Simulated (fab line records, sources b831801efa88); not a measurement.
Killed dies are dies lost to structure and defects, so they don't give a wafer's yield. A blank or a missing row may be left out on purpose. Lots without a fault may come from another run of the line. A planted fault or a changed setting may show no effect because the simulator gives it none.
fab line records | flow sky130
record lots=7 wafers=21 last_day=50
route steps=708 shown NWELL@79 PWDE@84 VT_ADJUST_HVTP@85
lots that met no fault: from a run of the same line without faults
start_h: hours from the record's first day to the start of the lot's first wafer shown | wait_h: hours since the lot's step before | " the same as in the row above | L1.1+2: a row that stands for several wafers | - no value, or no start given | * or withheld: withheld | < > ~ a bound
route shown NAME@n: a module of which the file shows steps, and the number in the route of the first | usual: mean/standard deviation of fault-free wafers | same: alike in all rows | chamber/n: place in a boat | sites: the reading at each site | _std_site: their standard deviation | _edge_site: outer sites' mean less inner sites' | radius_mm: how far each site lies from the wafer's centre | mask NAME#n: copy n | behind: the tool/chamber that last shaped the wafer | hold: why the lot was held/for how many hours/how that ended | device: the transistor (n, p or np) that didn't switch | end of line: the same wafers' tests at the end of the route | a step without rows: its recipe alone | killed: dies lost to structure and defects at the first sort, not the wafer's yield | map: a wafer's dies, x killed, . not, _ none there
set.NAME: the setting as run; set.NAME@STEP: as run at that earlier step | model.NAME: the simulator's own value behind a step, which no gauge read
lots at some steps of the route; a table a step, a row a wafer
## steps
# step SKY_NWELL_TW_MEAS_26
# usual NWELL_2_TW=497/4.3
# columns lot.wafer tool chamber start_h wait_h NWELL_2_TW
L967.2 film_metro-02 - 151.82 0.1 502
L967.5 " - " " 501
L967.6 " - " " 504
L966.1 film_metro-03 - 152.27 0.1 504
L966.2 " - " " 503
L966.4 " - " " 504
L969.1 film_metro-01 - 159.02 0.1 494
L969.2 " - " " 490
L969.5 " - " " 491
L970.3 film_metro-03 - 166.98 0.1 502
L970.4 " - " " 507
L970.6 " - " " 505
L979.1 film_metro-03 - 220.01 0.1 504
L979.3 " - " " 499
L979.5 " - " " 503
L981.1 film_metro-01 - 241.61 0.1 496
L981.3 " - " " 496
L981.6 " - " " 497
L983.1 film_metro-03 - 245.30 0.1 501
L983.3 " - " " 503
L983.4 " - " " 501
# step SKY_NWELL_CLEAN_27
# recipe chemistry=SC1/SC2 mix=1:4:20 temp_c=70 time_s=150 dry=n2_spin
# step SKY_NWELL_RTA_28
# recipe temp_c=1050 time_s=30 idle_temp_c=650 ramp_up_c_per_s=150 ramp_down_c_per_s=90 ambient=N2
# usual lamp_power_pct=25.30/0.061 ramp_down_c_per_s=89.999/0.016 wafer_temp_C_max=1054.9/0.9
# columns lot.wafer tool chamber start_h wait_h lamp_power_pct ramp_down_c_per_s wafer_temp_C_max
L967.2 rtp_anneal-01 0 151.94 0.0 25.34 89.994 1055.0
L967.5 " 0 " " 25.24 89.993 1054.9
L967.6 " 0 " " 25.45 89.968 1053.5
L966.1 rtp_anneal-02 0 152.38 0.0 25.29 90.007 1054.4
L966.2 " 0 " " 25.17 90.007 1054.4
L966.4 " 0 " " 25.28 89.976 1055.8
L969.1 rtp_anneal-01 0 159.13 0.0 25.29 90.009 1053.9
L969.2 " 0 " " 25.31 89.999 1053.2
L969.5 " 0 " " 25.27 89.995 1054.6
L970.3 rtp_anneal-02 0 167.11 0.0 25.30 89.965 1053.6
L970.4 " 0 " " 25.24 89.984 1055.6
L970.6 " 0 " " 25.29 90.003 1053.5
L979.1 rtp_anneal-02 0 220.13 0.0 25.47 89.997 1054.7
L979.3 " 0 " " 25.33 90.003 1053.0
L979.5 " 0 " " 25.26 89.982 1056.5
L981.1 rtp_anneal-02 0 241.72 0.0 25.26 90.041 1055.4
L981.3 " 0 " " 25.31 90.015 1056.6
L981.6 " 0 " " 25.35 90.027 1055.1
L983.1 rtp_anneal-01 0 245.47 0.0 25.33 89.989 1054.8
L983.3 " 0 " " 25.24 89.993 1054.0
L983.4 " 0 " " 25.36 90.001 1054.7
# step SKY_NWELL_RS_MEAS_29
# recipe thk_meas_gauge=four-point-probe
# usual NWELL_RS=622.7/1.4
# columns lot.wafer tool chamber start_h wait_h NWELL_RS[ohm/sq]
L967.2 film_metro-01 - 152.04 0.1 623.0
L967.5 " - " " 621.8
L967.6 " - " " 623.5
L966.1 film_metro-02 - 152.48 0.1 621.8
L966.2 " - " " 621.4
L966.4 " - " " 620.9
L969.1 film_metro-02 - 159.23 0.1 622.2
L969.2 " - " " 621.6
L969.5 " - " " 623.4
L970.3 film_metro-02 - 167.22 0.1 623.6
L970.4 " - " " 624.7
L970.6 " - " " 624.2
L979.1 film_metro-02 - 220.23 0.1 622.1
L979.3 " - " " 622.6
L979.5 " - " " 622.1
L981.1 film_metro-01 - 241.88 0.1 624.6
L981.3 " - " " 624.8
L981.6 " - " " 623.4
L983.1 film_metro-01 - 245.57 0.1 625.2
L983.3 " - " " 624.6
L983.4 " - " " 623.8
# step SKY_NWELL_RS_MEAS_31
# recipe thk_meas_gauge=four-point-probe
# usual PWDE_RS=5277/17
# columns lot.wafer tool chamber start_h wait_h PWDE_RS[ohm/sq]
L967.2 film_metro-01 - 152.28 0.1 5280
L967.5 " - " " 5284
L967.6 " - " " 5277
L966.1 film_metro-02 - 152.72 0.1 5289
L966.2 " - " " 5299
L966.4 " - " " 5289
L969.1 film_metro-02 - 159.47 0.1 5270
L969.2 " - " " 5267
L969.5 " - " " 5295
L970.3 film_metro-02 - 167.46 0.1 5250
L970.4 " - " " 5240
L970.6 " - " " 5250
L979.1 film_metro-02 - 220.47 0.1 5292
L979.3 " - " " 5288
L979.5 " - " " 5279
L981.1 film_metro-01 - 242.12 0.1 5274
L981.3 " - " " 5281
L981.6 " - " " 5299
L983.1 film_metro-01 - 245.81 0.1 5271
L983.3 " - " " 5291
L983.4 " - " " 5286
# step SKY_VT_ADJUST_HVTP_DEHYDRATE_00
# recipe temp_c=200 time_s=60
# step SKY_VT_ADJUST_HVTP_HMDS_01
# recipe prime_time_s=60 prime_temp_c=120
# step SKY_VT_ADJUST_HVTP_COAT_02
# recipe resist=NOVOLAK spin_rpm=3000 resist_thk_nm=1140
# step SKY_VT_ADJUST_HVTP_SOFTBAKE_03
# recipe temp_c=90.49 time_s=60 resist=NOVOLAK
# step SKY_VT_ADJUST_HVTP_EXPOSE_04
# recipe mask_id=HVTPM na=0.6 source_shape=conventional sigma_outer=0.6 polarization=unpolarized target_cd_nm=380 dose_mj=140
# step SKY_VT_ADJUST_HVTP_PEB_05
# recipe temp_c=withheld time_s=* resist=NOVOLAK
# step SKY_VT_ADJUST_HVTP_DEVELOP_06
# recipe resist=NOVOLAK developer=TMAH develop_time_s=60 dev_temp_c=23
# usual chill_plate_temp_C=22.98/0.11 develop_time_s=60/0
# columns lot.wafer tool chamber start_h wait_h chill_plate_temp_C develop_time_s
L967.2 litho_track-02 0 172.29 0.1 23.01 60
L967.5 " 0 " " 22.81 60
L967.6 " 0 " " 22.90 60
L966.1 litho_track-04 - 172.57 0.1 - -
L966.2 " - " " - -
L966.4 " - " " - -
L969.1 litho_track-02 - 179.12 0.1 - -
L969.2 " - " " - -
L969.5 " - " " - -
L970.3 litho_track-02 - 187.82 0.1 - -
L970.4 " - " " - -
L970.6 " - " " - -
L979.1 litho_track-02 0 242.97 0.1 22.92 60
L979.3 " 0 " " 22.93 60
L979.5 " 0 " " 23.02 60
L981.1 litho_track-02 0 265.42 0.1 22.91 60
L981.3 " 0 " " 22.84 60
L981.6 " 0 " " 23.00 60
L983.1 litho_track-02 0 268.72 0.1 22.86 60
L983.3 " 0 " " 22.90 60
L983.4 " 0 " " 23.00 60
# step SKY_VT_ADJUST_HVTP_CD_MEAS_07
# recipe target_cd_nm=380
# usual cd_nm=380.7/3
# columns lot.wafer tool chamber start_h wait_h cd_nm
L967.2 cd_sem-01 - 172.44 0.1 383.2
L967.5 " - " " 381.8
L967.6 " - " " 380.6
L966.1 cd_sem-02 - 172.72 0.1 -
L966.2 " - " " -
L966.4 " - " " -
L969.1 cd_sem-02 - 179.27 0.1 -
L969.2 " - " " -
L969.5 " - " " -
L970.3 cd_sem-01 - 187.96 0.1 -
L970.4 " - " " -
L970.6 " - " " -
L979.1 cd_sem-01 - 243.12 0.1 382.3
L979.3 " - " " 378.7
L979.5 " - " " 383.1
L981.1 cd_sem-02 - 265.57 0.1 378.6
L981.3 " - " " 379.6
L981.6 " - " " 375.2
L983.1 cd_sem-02 - 268.87 0.1 386.4
L983.3 " - " " 382.8
L983.4 " - " " 386.7
## key
first_sign step=SKY_VT_ADJUST_HVTP_DEVELOP_06 reading=tool_record direction=missing
effect none on later readings
met_at SKY_VT_ADJUST_HVTP_DEVELOP_06
struck_wafers L966.1,L966.2,L966.4,L969.1,L969.2,L969.5,L970.3,L970.4,L970.6
sort_left_out L966.1,L966.2,L966.4,L969.1,L969.2,L969.5,L970.3,L970.4,L970.6
tester_left_out L966,L969,L970
onset_between 172.29 172.57
fault kind=skipped_step_whole tool=litho_track-02,litho_track-04 chamber=- onset_h=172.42 steps=SKY_VT_ADJUST_HVTP_DEVELOP_06 scope=struck_lots_only
# tester_left_out: of these lots the tester's yield and bins aren't shown, on N5 and GAA mostly nor the transistor test; their killed dies are dies lost to structure and defects alone, not to doping, threshold or leakage, so they don't give the yield
# sort_left_out: the simulated sort isn't trusted on such a fault, so these wafers' sort isn't shown, and their yield isn't known
